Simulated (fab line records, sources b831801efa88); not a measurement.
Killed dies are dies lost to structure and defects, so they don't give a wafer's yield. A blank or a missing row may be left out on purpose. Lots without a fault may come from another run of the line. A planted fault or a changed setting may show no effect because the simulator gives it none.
Chamber matching | flow gf180mcu | GF_STI_CVD_23 on hdpcvd-02: 3 sister chambers
The step deposits SiO2, target thk 650 nm, time 108.3 s. 14 wafers are shown with their chamber, then 7 later ones without.

WAFERS WITH THEIR CHAMBER
wafer  | chamber | sih4_flow_sccm (sccm)
L518.1 | 1       | 59.72
L518.3 | 0       | 60.02
L518.4 | 0       | 60.10
L520.1 | 1       | 59.91
L520.4 | 0       | 60.12
L520.6 | 2       | 60.22
L522.1 | 0       | 60.04
L522.4 | 2       | 60.23
L522.5 | 1       | 60.12
L525.1 | 0       | 59.69
L525.2 | 1       | 59.98
L525.6 | 2       | 60.07
L526.4 | 1       | 59.73
L526.5 | 2       | 60.12

SIGNATURES (means of the wafers above)
reading        | chamber 0 | chamber 1 | chamber 2 | scatter within a chamber
sih4_flow_sccm | 59.9940   | 59.8920   | 60.1600   | 0.153
Rule: a wafer's distance from a chamber is the root of the sum, over the readings, of the square of ((its reading less the chamber's mean) divided by the reading's scatter). The wafer belongs to the nearest chamber; if the next one is less than 2 further off, it can't be placed. The scatter: the root of (the sum of the squares of (reading less its chamber's mean) over the shown wafers, divided by (wafers less chambers)).

WAFERS WITHOUT THEIR CHAMBER
wafer  | sih4_flow_sccm (sccm)
L526.6 | 60.01
L538.1 | 59.89
L538.2 | 60.22
L538.6 | 60.07
L539.1 | 59.84
L539.4 | 59.82
L539.5 | 59.87

WHICH CHAMBER EACH WENT THROUGH
wafer  | from the rows above          | in truth
L526.6 | can't be placed: 0 or 1 or 2 | 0
L538.1 | can't be placed: 1 or 0 or 2 | 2
L538.2 | can't be placed: 2 or 0 or 1 | 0
L538.6 | can't be placed: 0 or 2 or 1 | 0
L539.1 | can't be placed: 1 or 0 or 2 | 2
L539.4 | can't be placed: 1 or 0 or 2 | 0
L539.5 | can't be placed: 1 or 0 or 2 | 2
Placed correctly: 0 of 7. Can't be placed from these rows: 7 (the true chamber is among the candidates in 7). Placed wrongly: 0.
